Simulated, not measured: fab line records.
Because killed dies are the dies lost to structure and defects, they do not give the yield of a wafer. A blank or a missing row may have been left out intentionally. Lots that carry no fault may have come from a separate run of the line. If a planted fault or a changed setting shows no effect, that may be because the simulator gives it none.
fab line records + flow sky130
[record]
- lots = 6
- wafers = 18
- lastDay = 51
route steps=708 shown LI_CONTACT@371 PAD_OPEN@708
lots that met no fault: from a run of the same line without faults
startH: hours from the record's opening day to when the first of the lot's shown wafers began + waitH: hours since the lot's step before + " the same as in the row above + L1.1+2: a row that stands for several wafers + - either no value or no given start + * or withheld: withheld + < > ~ a bound
route shown NAME@n: NAME is a module with steps in the file, n the number in the route of the first one + usual: mean/standard deviation taken from wafers without a fault + same: alike in all rows + chamber/n: place in a boat + sites: each site's reading + _std_site: the values' standard deviation + _edge_site: the outer-site mean with the inner-site mean subtracted + radiusMm: how far each site lies from the wafer's centre + mask NAME#n: copy n + behind: the most recent tool/chamber to have shaped the wafer + hold: what put the lot on hold/how long, in hours/how the hold closed + device: transistor that didn't switch, given as n, p or np + end of line: tests of these same wafers at the route's end + a step given without rows: its recipe and nothing more + killed: dies that structure and defects cost at the first sort, which is not the same as the wafer's yield + map: shows each die of a wafer: x if killed, . if not, _ if none is there
set.NAME: the setting as run; set.NAME@STEP: as run at that earlier step + model.NAME: the simulator's own value behind a step, which no gauge read
a table for each step, a row for each wafer; lots at some steps of the route
services: when a tool's chamber went out of use (startH, in hours from the record's first day, below 0 if earlier), for how many hours, and the reason
[[steps]]
[step SKY_LI_CONTACT_EXPOSE_09]
[recipe]
- maskId = LICM1
- na = 0.8
- sourceShape = annular
- sigmaInner = 0.55
- sigmaOuter = 0.85
- targetCdNm = 170
- doseMj = 38
[step SKY_LI_CONTACT_PEB_10]
[recipe]
- pebTempC = withheld
- pebTimeS = withheld
- resist = KrF-thick
[step SKY_LI_CONTACT_DEVELOP_11]
[recipe]
- developTimeS = 60
- resist = KrF-thick
- devTempC = 21
[step SKY_LI_CONTACT_CD_MEAS_12]
[recipe]
- targetCdNm = 170
[usual]
- cdNm = 169.6/1.7
| lot.wafer | tool     | chamber | startH | waitH | cdNm  |
|-----------|----------|---------|--------|-------|-------|
| L849.1    | cdSem-02 | -       | 717.28 | -     | 167.7 |
| L849.2    | "        | -       | "      | "     | 168.4 |
| L849.6    | "        | -       | "      | "     | 168.8 |
| L856.1    | cdSem-01 | -       | 788.85 | -     | 168.5 |
| L856.2    | "        | -       | "      | "     | 168.7 |
| L856.3    | "        | -       | "      | "     | 169.0 |
| L863.1    | cdSem-02 | -       | 843.01 | -     | 169.0 |
| L863.3    | "        | -       | "      | "     | 167.7 |
| L863.4    | "        | -       | "      | "     | 168.6 |
| L864.1    | cdSem-01 | -       | 852.45 | -     | 167.9 |
| L864.5    | "        | -       | "      | "     | 167.5 |
| L864.6    | "        | -       | "      | "     | 168.9 |
| L867.2    | cdSem-02 | -       | 863.87 | -     | 168.6 |
| L867.4    | "        | -       | "      | "     | 168.3 |
| L867.5    | "        | -       | "      | "     | 170.1 |
| L870.1    | cdSem-02 | -       | 879.56 | -     | 167.5 |
| L870.4    | "        | -       | "      | "     | 169.0 |
| L870.6    | "        | -       | "      | "     | 168.1 |
[step SKY_LI_CONTACT_OVL_MEAS_13]
[usual]
- LI_CONTACT_OVL = -5/6.3
| lot.wafer | tool       | chamber | startH | waitH | LI_CONTACT_OVL[nm] |
|-----------|------------|---------|--------|-------|--------------------|
| L849.1    | overlay-02 | -       | 717.40 | 0.1   | -15                |
| L849.2    | "          | -       | "      | "     | -8                 |
| L849.6    | "          | -       | "      | "     | -4                 |
| L856.1    | overlay-01 | -       | 788.97 | 0.1   | -8                 |
| L856.2    | "          | -       | "      | "     | -11                |
| L856.3    | "          | -       | "      | "     | -12                |
| L863.1    | overlay-02 | -       | 843.13 | 0.1   | -4                 |
| L863.3    | "          | -       | "      | "     | 3                  |
| L863.4    | "          | -       | "      | "     | 11                 |
| L864.1    | overlay-01 | -       | 852.57 | 0.1   | -12                |
| L864.5    | "          | -       | "      | "     | -13                |
| L864.6    | "          | -       | "      | "     | -9                 |
| L867.2    | overlay-02 | -       | 863.98 | 0.1   | -6                 |
| L867.4    | "          | -       | "      | "     | -6                 |
| L867.5    | "          | -       | "      | "     | -7                 |
| L870.1    | overlay-02 | -       | 879.68 | 0.1   | 0                  |
| L870.4    | "          | -       | "      | "     | -7                 |
| L870.6    | "          | -       | "      | "     | -9                 |
[step SKY_LI_CONTACT_ETCH_14]
[recipe]
- chemistry = N2/H2
- target = BARC
- ionEnergyEv = 200
- sourceW = 500
- biasW = 100
- pressureMtorr = 30
- n2FlowSccm = 100
- h2FlowSccm = 200
- stopOn = SiO2
- timeS = 45.9
- targetDepthA = 600
[usual]
- drypumpMotorCurrentA = 5.8/0.4
- oesProductAu = 0.855/0.0053
- throttleValvePct = 13.226/0.0099
| lot.wafer | tool       | chamber | startH | waitH | drypumpMotorCurrentA | oesProductAu | rfHoursCounterH | throttleValvePct |
|-----------|------------|---------|--------|-------|----------------------|--------------|-----------------|------------------|
| L849.1    | rieDiel-03 | 3       | 717.44 | 0.0   | 5.1                  | 0.851        | 10              | 13.230           |
| L849.2    | "          | 1       | "      | "     | 5.5                  | 0.851        | 8               | 13.230           |
| L849.6    | "          | 2       | "      | "     | 5.6                  | 0.849        | -               | 13.212           |
| L856.1    | rieDiel-03 | 1       | 789.01 | 0.0   | 5.5                  | 0.862        | 10              | 13.230           |
| L856.2    | "          | 3       | "      | "     | 5.1                  | 0.857        | 12              | 13.242           |
| L856.3    | "          | 2       | "      | "     | 5.6                  | 0.847        | 16              | 13.223           |
| L863.1    | rieDiel-02 | 3       | 843.17 | 0.0   | 5.3                  | 0.860        | 9               | 13.232           |
| L863.3    | "          | 1       | "      | "     | 5.7                  | 0.854        | 2               | 13.234           |
| L863.4    | "          | 0       | "      | "     | 5.3                  | 0.851        | 10              | 13.226           |
| L864.1    | rieDiel-02 | 3       | 852.61 | 0.0   | 5.3                  | 0.850        | 10              | 13.215           |
| L864.5    | "          | 1       | "      | "     | 5.7                  | 0.862        | -               | 13.232           |
| L864.6    | "          | 2       | "      | "     | 6.4                  | 0.862        | -               | 13.218           |
| L867.2    | rieDiel-02 | 2       | 864.01 | 0.0   | 6.4                  | 0.856        | 9               | 13.224           |
| L867.4    | "          | 3       | "      | "     | 5.3                  | 0.863        | 10              | 13.229           |
| L867.5    | "          | 1       | "      | "     | 5.6                  | 0.862        | -               | 13.227           |
| L870.1    | rieDiel-02 | 2       | 879.72 | 0.0   | 6.4                  | 0.853        | 9               | 13.217           |
| L870.4    | "          | 3       | "      | "     | 5.3                  | 0.854        | -               | 13.210           |
| L870.6    | "          | 0       | "      | "     | 5.3                  | 0.855        | -               | 13.238           |
[step SKY_LI_CONTACT_ETCH_15]
[recipe]
- target = PSG
- chemistry = C4F8/O2/Ar
- stopOn = Si
- taperDeg = 4.15
- maskMaterial = KrF-thick
- sourceW = 1500
- biasW = 1200
- pressureMtorr = 40
- c4f8FlowSccm = withheld
- O2_flow_sccm = 6
- Ar_flow_sccm = 300
- timeS = withheld
- targetDepthA = 6000
[usual]
- oesProductAu = 0.837/0.0044
| lot.wafer | tool       | chamber | startH | waitH | oesProductAu |
|-----------|------------|---------|--------|-------|--------------|
| L849.1    | rieDiel-03 | 3       | 717.48 | 0.0   | 0.832        |
| L849.2    | "          | 1       | "      | "     | 0.830        |
| L849.6    | "          | 2       | "      | "     | 0.834        |
| L856.1    | rieDiel-03 | 1       | 789.05 | 0.0   | 0.841        |
| L856.2    | "          | 3       | "      | "     | 0.834        |
| L856.3    | "          | 2       | "      | "     | 0.834        |
| L863.1    | rieDiel-02 | 3       | 843.21 | 0.0   | 0.838        |
| L863.3    | "          | 1       | "      | "     | 0.840        |
| L863.4    | "          | 0       | "      | "     | 0.840        |
| L864.1    | rieDiel-02 | 3       | 852.65 | 0.0   | 0.831        |
| L864.5    | "          | 1       | "      | "     | 0.837        |
| L864.6    | "          | 2       | "      | "     | 0.828        |
| L867.2    | rieDiel-02 | 2       | 864.05 | 0.0   | 0.833        |
| L867.4    | "          | 3       | "      | "     | 0.847        |
| L867.5    | "          | 1       | "      | "     | 0.835        |
| L870.1    | rieDiel-02 | 2       | 879.76 | 0.0   | 0.835        |
| L870.4    | "          | 3       | "      | "     | 0.837        |
| L870.6    | "          | 0       | "      | "     | 0.845        |
[step SKY_LI_CONTACT_STRIP_16]
[recipe]
- chemistry = O2/N2
- powerW = 1400
- pressureMtorr = 1500
- platenTempC = withheld
- o2FlowSccm = 3000
- n2FlowSccm = 300
- overashFraction = 0.5
[usual]
- drypumpMotorCurrentA = 5.8/0.52
- oesProductAu = 0.375/0.0045
- stripTimeToEndpointS = 3.478/0.03
| lot.wafer | tool           | chamber | startH | waitH | drypumpMotorCurrentA | oesProductAu | rfHoursCounterH | stripTimeToEndpointS |
|-----------|----------------|---------|--------|-------|----------------------|--------------|-----------------|----------------------|
| L849.1    | plasmaAsher-02 | 1       | 717.56 | -     | 4.7                  | 0.368        | 103             | 3.530                |
| L849.2    | "              | 0       | "      | "     | 6.2                  | 0.373        | 103             | 3.482                |
| L849.6    | "              | 1       | "      | "     | 4.7                  | 0.373        | -               | 3.495                |
| L856.1    | plasmaAsher-01 | 0       | 789.13 | -     | 5.3                  | 0.363        | 37              | 3.482                |
| L856.2    | "              | 1       | "      | "     | 6.2                  | 0.383        | 37              | 3.548                |
| L856.3    | "              | 1       | "      | "     | 6.2                  | 0.373        | -               | 3.495                |
| L863.1    | plasmaAsher-03 | 1       | 843.30 | -     | 6.2                  | 0.383        | 70              | 3.499                |
| L863.3    | "              | 1       | "      | "     | 6.2                  | 0.374        | -               | 3.512                |
| L863.4    | "              | 0       | "      | "     | 5.6                  | 0.378        | -               | 3.492                |
| L864.1    | plasmaAsher-03 | 1       | 852.73 | -     | 6.2                  | 0.378        | 71              | 3.469                |
| L864.5    | "              | 1       | "      | "     | 6.3                  | 0.380        | -               | 3.486                |
| L864.6    | "              | 0       | "      | "     | 5.6                  | 0.379        | -               | 3.477                |
| L867.2    | plasmaAsher-03 | 1       | 864.13 | -     | 6.3                  | 0.381        | 72              | 3.487                |
| L867.4    | "              | 1       | "      | "     | 6.3                  | 0.378        | -               | 3.475                |
| L867.5    | "              | 1       | "      | "     | 6.3                  | 0.372        | -               | 3.503                |
| L870.1    | plasmaAsher-03 | 1       | 879.85 | -     | 6.3                  | 0.373        | 74              | 3.446                |
| L870.4    | "              | 0       | "      | "     | 5.6                  | 0.375        | -               | 3.450                |
| L870.6    | "              | 1       | "      | "     | 6.2                  | 0.369        | -               | 3.450                |
[step SKY_LI_CONTACT_CLEAN_17]
[recipe]
- chemistry = NMP
- timeS = 600
- tempC = 60
- dry = n2Spin
[step SKY_LI_CONTACT_PRE_CLEAN_18]
[recipe]
- gas = Ar
- timeS = 5.6
- biasV = 358
[step SKY_LI_CONTACT_SPUTTER_19]
[recipe]
- material = Ti
- targetThkNm = 20
- chamberPressurePa = 5
- powerW = 2500
- substrateTempC = 200
- timeS = 106.37
[usual]
- throttleValvePct = 30.1/0.95
| lot.wafer | tool          | chamber | startH | waitH | throttleValvePct |
|-----------|---------------|---------|--------|-------|------------------|
| L849.1    | pvdSputter-01 | -       | 717.86 | 0.0   | 31.8             |
| L849.2    | "             | -       | "      | "     | 31.1             |
| L849.6    | "             | -       | "      | "     | 31.1             |
| L856.1    | pvdSputter-04 | -       | 789.43 | 0.0   | 30.3             |
| L856.2    | "             | -       | "      | "     | 28.7             |
| L856.3    | "             | -       | "      | "     | 30.1             |
| L863.1    | pvdSputter-04 | -       | 843.59 | 0.0   | 30.0             |
| L863.3    | "             | -       | "      | "     | 30.4             |
| L863.4    | "             | -       | "      | "     | 29.5             |
| L864.1    | pvdSputter-04 | -       | 853.03 | 0.0   | 29.5             |
| L864.5    | "             | -       | "      | "     | 28.5             |
| L864.6    | "             | -       | "      | "     | 29.7             |
| L867.2    | pvdSputter-02 | -       | 864.43 | 0.0   | 29.7             |
| L867.4    | "             | -       | "      | "     | 30.5             |
| L867.5    | "             | -       | "      | "     | 30.4             |
| L870.1    | pvdSputter-02 | -       | 880.14 | 0.0   | 30.6             |
| L870.4    | "             | -       | "      | "     | 29.9             |
| L870.6    | "             | -       | "      | "     | 30.2             |
[step SKY_LI_CONTACT_SPUTTER_20]
[recipe]
- material = TiN
- targetThkNm = 20
- chamberPressurePa = 5
- powerW = 4000
- timeS = 80
[usual]
- throttleValvePct = 30.1/0.96
| lot.wafer | tool          | chamber | startH | waitH | throttleValvePct |
|-----------|---------------|---------|--------|-------|------------------|
| L849.1    | pvdSputter-01 | -       | 717.94 | 0.0   | 31.7             |
| L849.2    | "             | -       | "      | "     | 31.1             |
| L849.6    | "             | -       | "      | "     | 31.2             |
| L856.1    | pvdSputter-04 | -       | 789.50 | 0.0   | 30.4             |
| L856.2    | "             | -       | "      | "     | 28.6             |
| L856.3    | "             | -       | "      | "     | 29.9             |
| L863.1    | pvdSputter-04 | -       | 843.67 | 0.0   | 29.9             |
| L863.3    | "             | -       | "      | "     | 30.8             |
| L863.4    | "             | -       | "      | "     | 29.7             |
| L864.1    | pvdSputter-04 | -       | 853.10 | 0.0   | 29.8             |
| L864.5    | "             | -       | "      | "     | 28.7             |
| L864.6    | "             | -       | "      | "     | 29.5             |
| L867.2    | pvdSputter-02 | -       | 864.50 | 0.0   | 29.7             |
| L867.4    | "             | -       | "      | "     | 30.4             |
| L867.5    | "             | -       | "      | "     | 30.5             |
| L870.1    | pvdSputter-02 | -       | 880.22 | 0.0   | 30.5             |
| L870.4    | "             | -       | "      | "     | 29.5             |
| L870.6    | "             | -       | "      | "     | 29.7             |
[step SKY_LI_CONTACT_CVD_21]
[recipe]
- material = W
- targetThkNm = 400
- timeS = 120.56
- tempC = 400
- pressureTorr = 40
[usual]
- heaterPowerOuterW = 567/57
- heaterPowerW = 920/67
- susceptorTempC = 399.99/0.22
| lot.wafer | tool    | chamber | startH | waitH | heaterPowerOuterW | heaterPowerW | susceptorTempC | model.W_of_LI_CONTACT_CVD_21.thkNm |
|-----------|---------|---------|--------|-------|-------------------|--------------|----------------|------------------------------------|
| L849.1    | cvdW-02 | 0       | 718.00 | 0.0   | 474               | 808          | 399.88         | 393.8                              |
| L849.2    | "       | 1       | "      | "     | 605               | 943          | 399.95         | 390.8                              |
| L849.6    | "       | 0       | "      | "     | 473               | 811          | 399.93         | 395.5                              |
| L856.1    | cvdW-01 | 1       | 789.57 | 0.0   | 543               | 901          | 400.08         | 397.8                              |
| L856.2    | "       | 0       | "      | "     | 636               | 973          | 399.83         | 400.7                              |
| L856.3    | "       | 0       | "      | "     | 616               | 973          | 399.87         | 400.6                              |
| L863.1    | cvdW-02 | 1       | 843.73 | 0.0   | 608               | 954          | 399.76         | 451.9                              |
| L863.3    | "       | 1       | "      | "     | 636               | 975          | 400.01         | 448.6                              |
| L863.4    | "       | 0       | "      | "     | 478               | 826          | 399.87         | 442.8                              |
| L864.1    | cvdW-02 | 1       | 853.17 | 0.0   | 623               | 953          | 400.27         | 451.1                              |
| L864.5    | "       | 1       | "      | "     | 612               | 946          | 400.23         | 448.5                              |
| L864.6    | "       | 0       | "      | "     | 478               | 809          | 399.97         | 447.6                              |
| L867.2    | cvdW-01 | 1       | 864.57 | 0.0   | 556               | 909          | 400.24         | 382.5                              |
| L867.4    | "       | 1       | "      | "     | 562               | 899          | 399.78         | 383.5                              |
| L867.5    | "       | 1       | "      | "     | 538               | 883          | 399.98         | 385.8                              |
| L870.1    | cvdW-01 | 0       | 880.28 | 0.0   | 622               | 993          | 399.99         | 397.6                              |
| L870.4    | "       | 0       | "      | "     | 624               | 1009         | 399.89         | 398.9                              |
| L870.6    | "       | 0       | "      | "     | 617               | 1005         | 400.17         | 394.3                              |
[step SKY_LI_CONTACT_RS_MEAS_22]
[recipe]
- thkMeasGauge = four-point-probe
- reads = W_of_LI_CONTACT_CVD_21+TiN_of_LI_CONTACT_SPUTTER_20+Ti_of_LI_CONTACT_SPUTTER_19
[usual]
- LI_CONTACT_W_RS = 0.287/0.0036
| lot.wafer | tool         | chamber | startH | waitH | hold                    | LI_CONTACT_W_RS[ohm/sq] |
|-----------|--------------|---------|--------|-------|-------------------------|-------------------------|
| L849.1    | filmMetro-03 | -       | 718.12 | 0.1   | -                       | 0.289                   |
| L849.2    | "            | -       | "      | "     | -                       | 0.291                   |
| L849.6    | "            | -       | "      | "     | -                       | 0.288                   |
| L856.1    | filmMetro-03 | -       | 789.69 | 0.1   | -                       | 0.287                   |
| L856.2    | "            | -       | "      | "     | -                       | 0.284                   |
| L856.3    | "            | -       | "      | "     | -                       | 0.284                   |
| L863.1    | filmMetro-02 | -       | 843.85 | 0.1   | awaitDispo/0.2h/release | 0.252                   |
| L863.3    | "            | -       | "      | "     | awaitDispo/0.2h/release | 0.254                   |
| L863.4    | "            | -       | "      | "     | awaitDispo/0.2h/release | 0.257                   |
| L863.1    | filmMetro-02 | -       | 844.14 | 0.3   | -                       | 0.252                   |
| L863.3    | "            | -       | "      | "     | -                       | 0.253                   |
| L863.4    | "            | -       | "      | "     | -                       | 0.257                   |
| L864.1    | filmMetro-03 | -       | 853.29 | 0.1   | awaitDispo/0.2h/release | 0.252                   |
| L864.5    | "            | -       | "      | "     | awaitDispo/0.2h/release | 0.254                   |
| L864.6    | "            | -       | "      | "     | awaitDispo/0.2h/release | 0.254                   |
| L864.1    | filmMetro-03 | -       | 853.58 | 0.3   | -                       | 0.253                   |
| L864.5    | "            | -       | "      | "     | -                       | 0.254                   |
| L864.6    | "            | -       | "      | "     | -                       | 0.254                   |
| L867.2    | filmMetro-01 | -       | 864.71 | 0.1   | -                       | 0.298                   |
| L867.4    | "            | -       | "      | "     | -                       | 0.297                   |
| L867.5    | "            | -       | "      | "     | -                       | 0.295                   |
| L870.1    | filmMetro-02 | -       | 880.40 | 0.1   | -                       | 0.287                   |
| L870.4    | "            | -       | "      | "     | -                       | 0.286                   |
| L870.6    | "            | -       | "      | "     | -                       | 0.289                   |
[step SKY_LI_CONTACT_THK_MEAS_23]
[recipe]
- thkMeasGauge = xrf
- reads = W_of_LI_CONTACT_CVD_21
[usual]
- LI_CONTACT_W_THK = 409/5.3
| lot.wafer | tool         | chamber | startH | waitH | hold                    | LI_CONTACT_W_THK[nm] |
|-----------|--------------|---------|--------|-------|-------------------------|----------------------|
| L849.1    | filmMetro-03 | -       | 718.24 | 0.1   | -                       | 403                  |
| L849.2    | "            | -       | "      | "     | -                       | 401                  |
| L849.6    | "            | -       | "      | "     | -                       | 407                  |
| L856.1    | filmMetro-03 | -       | 789.81 | 0.1   | -                       | 407                  |
| L856.2    | "            | -       | "      | "     | -                       | 413                  |
| L856.3    | "            | -       | "      | "     | -                       | 409                  |
| L863.1    | filmMetro-02 | -       | 851.59 | 7.4   | awaitDispo/0.2h/release | 470                  |
| L863.3    | "            | -       | "      | "     | awaitDispo/0.2h/release | 470                  |
| L863.4    | "            | -       | "      | "     | awaitDispo/0.2h/release | 457                  |
| L863.1    | filmMetro-02 | -       | 851.82 | 0.2   | -                       | 469                  |
| L863.3    | "            | -       | "      | "     | -                       | 468                  |
| L863.4    | "            | -       | "      | "     | -                       | 460                  |
| L864.1    | filmMetro-03 | -       | 856.72 | 3.1   | awaitDispo/0.2h/release | 464                  |
| L864.5    | "            | -       | "      | "     | awaitDispo/0.2h/release | 459                  |
| L864.6    | "            | -       | "      | "     | awaitDispo/0.2h/release | 457                  |
| L864.1    | filmMetro-03 | -       | 856.95 | 0.2   | -                       | 463                  |
| L864.5    | "            | -       | "      | "     | -                       | 458                  |
| L864.6    | "            | -       | "      | "     | -                       | 460                  |
| L867.2    | filmMetro-01 | -       | 864.82 | 0.1   | -                       | 396                  |
| L867.4    | "            | -       | "      | "     | -                       | 398                  |
| L867.5    | "            | -       | "      | "     | -                       | 400                  |
| L870.1    | filmMetro-02 | -       | 880.52 | 0.1   | -                       | 413                  |
| L870.4    | "            | -       | "      | "     | -                       | 410                  |
| L870.6    | "            | -       | "      | "     | -                       | 406                  |
[step SKY_PAD_OPEN_PROBE_99]
[usual]
- killed_at_M0_to_M3 = 43/7
- killed_at_M4_up = 3.1/1.5
- killedAtContacts = 23/4.9
- killedAtFrontEnd = 16/3.9
- killedAtOther = 0.3/0.52
- killedDies = 86/8.2
- killedOpen = 47/6.1
- killedShort = 38/5.8
[same]
- grossDies = 492
- killedAtBackSide = 0
| lot.wafer | tool      | chamber | startH  | waitH | killed_at_M0_to_M3 | killed_at_M4_up | killedAtContacts | killedAtFrontEnd | killedAtOther | killedDies | killedOpen | killedShort |
|-----------|-----------|---------|---------|-------|--------------------|-----------------|------------------|------------------|---------------|------------|------------|-------------|
| L856.1    | prober-01 | -       | 1166.97 | 0.1   | 45                 | 3               | 29               | 18               | 1             | 96         | 45         | 47          |
| L856.2    | prober-01 | -       | 1167.02 | 0.1   | 31                 | 5               | 28               | 20               | 0             | 84         | 48         | 34          |
| L856.3    | prober-01 | -       | 1167.07 | 0.2   | 52                 | 3               | 20               | 11               | 1             | 87         | 38         | 49          |
| L864.1    | prober-01 | -       | 1213.46 | 0.1   | 36                 | 6               | 23               | 14               | 1             | 80         | 42         | 37          |
| L864.5    | prober-01 | -       | 1213.66 | 0.2   | 43                 | 3               | 30               | 15               | 0             | 91         | 57         | 34          |
| L864.6    | prober-01 | -       | 1213.71 | 0.2   | 25                 | 5               | 31               | 16               | 0             | 77         | 40         | 37          |
// killed by level:class
L856.1 CONTACT:geometricParticle:open=9 LI_CONTACT:geometricParticle:short=8 LI_CONTACT:geometricParticle:open=7 VIA1:geometricParticle:short=7 VIA1:geometricParticle:open=7 VIA2:geometricParticle:open=6 POLY_GATE:geometricParticle:open=5 METAL1:geometricParticle:short=5
L856.2 CONTACT:geometricParticle:open=11 LI_CONTACT:geometricParticle:open=7 VIA1:geometricParticle:open=7 FIELD_ISO:geometricParticle:open=6 CONTACT:geometricParticle:short=6 METAL3:geometricParticle:short=5 METAL4:geometricParticle:short=5 VIA2:geometricParticle:open=4
L856.3 VIA1:geometricParticle:open=13 METAL3:geometricParticle:short=8 VIA3:geometricParticle:open=7 METAL2:geometricParticle:short=6 CONTACT:geometricParticle:short=5 VIA2:geometricParticle:short=5 VIA2:geometricParticle:open=5 POLY_GATE:geometricParticle:short=4
L864.1 VIA1:geometricParticle:open=9 CONTACT:geometricParticle:open=7 VIA2:geometricParticle:open=7 CONTACT:geometricParticle:short=6 FIELD_ISO:geometricParticle:short=5 LI_CONTACT:geometricParticle:open=5 VIA1:geometricParticle:short=5 VIA2:geometricParticle:short=4
L864.5 CONTACT:geometricParticle:open=12 LI_CONTACT:geometricParticle:open=10 VIA1:geometricParticle:open=9 VIA3:geometricParticle:open=9 METAL1:geometricParticle:short=6 METAL2:geometricParticle:short=6 FIELD_ISO:geometricParticle:open=5 CONTACT:geometricParticle:short=4
L864.6 LI_CONTACT:geometricParticle:open=12 VIA1:geometricParticle:open=8 LOCAL_INTERCONNECT:geometricParticle:short=6 CONTACT:geometricParticle:open=6 CONTACT:geometricParticle:short=5 VIA2:geometricParticle:open=5 METAL4:geometricParticle:short=5 FIELD_ISO:geometricParticle:short=4
[[services]]
| tool           | chamber | startH | hours | kind   |
|----------------|---------|--------|-------|--------|
| cvdW-02        | -       | 711.39 | 1.0   | repair |
| pvdSputter-04  | -       | 723.78 | 1.9   | repair |
| rieDiel-03     | 0       | 725.29 | 1.2   | repair |
| plasmaAsher-03 | -       | 725.99 | 1.6   | repair |
| cvdW-01        | -       | 729.16 | 0.2   | repair |
| plasmaAsher-02 | -       | 733.75 | 9.0   | pm     |
| pvdSputter-04  | -       | 741.99 | 3.3   | repair |
| pvdSputter-02  | -       | 745.58 | 1.9   | repair |
| pvdSputter-01  | -       | 752.03 | 0.8   | repair |
| pvdSputter-01  | -       | 754.70 | 7.4   | repair |
| cvdW-01        | 1       | 762.10 | 5.0   | repair |
| plasmaAsher-03 | -       | 763.29 | 14.6  | pm     |
| plasmaAsher-02 | -       | 766.30 | 76.3  | repair |
| pvdSputter-02  | -       | 772.23 | 1.0   | repair |
| rieDiel-03     | -       | 796.17 | 4.5   | repair |
| cvdW-01        | -       | 808.95 | 1.7   | repair |
| pvdSputter-04  | -       | 823.17 | 5.8   | repair |
| cvdW-02        | -       | 826.55 | 6.9   | pm     |
| cvdW-01        | -       | 836.23 | 2.8   | pm     |
| plasmaAsher-02 | -       | 845.56 | 7.7   | repair |
| cvdW-02        | -       | 859.63 | 0.8   | repair |
| rieDiel-03     | 2       | 862.19 | 1.9   | repair |
| rieDiel-02     | 1       | 871.97 | 12.6  | repair |
| plasmaAsher-02 | -       | 874.53 | 15.6  | pm     |
[[key]]
[firstSign]
- step = SKY_LI_CONTACT_RS_MEAS_22
- reading = visit
- direction = added
[effect]
- step = SKY_LI_CONTACT_RS_MEAS_22
- reading = LI_CONTACT_W_RS
- direction = down
- sigmas = 9.1
- usual = 0.287
- struck = 0.254
[effect]
- step = SKY_LI_CONTACT_THK_MEAS_23
- reading = visit
- direction = added
[effect]
- step = SKY_LI_CONTACT_THK_MEAS_23
- reading = LI_CONTACT_W_THK
- direction = up
- sigmas = 10
- usual = 409
- struck = 463
[modelEffect]
- step = SKY_LI_CONTACT_CVD_21
- value = W_of_LI_CONTACT_CVD_21.thkNm
- without = 398.3
- struck = 448.4
metAt SKY_LI_CONTACT_CVD_21
struckWafers L863.1,L863.3,L863.4,L864.1,L864.5,L864.6
testerLeftOut L863,L864
onsetBetween 718.00 843.73
alsoFits SKY_LI_CONTACT_SPUTTER_19:pvdSputter-04,SKY_LI_CONTACT_SPUTTER_20:pvdSputter-04
[fault]
- kind = processParameterDrift
- tool = cvdW-02
- chamber = -
- onsetH = 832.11
- steps = SKY_LI_CONTACT_CVD_21
- channel = targetThkNm
- offset = 50.189
- shape = step
- endH = 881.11
- actsIn = theseRecipesOnly
- stated = 400
// testerLeftOut: of these lots the tester's yield and bins aren't shown, on N5 and GAA mostly nor the transistor test; their killed dies are dies lost to structure and defects alone, not to doping, threshold or leakage, so they don't give the yield
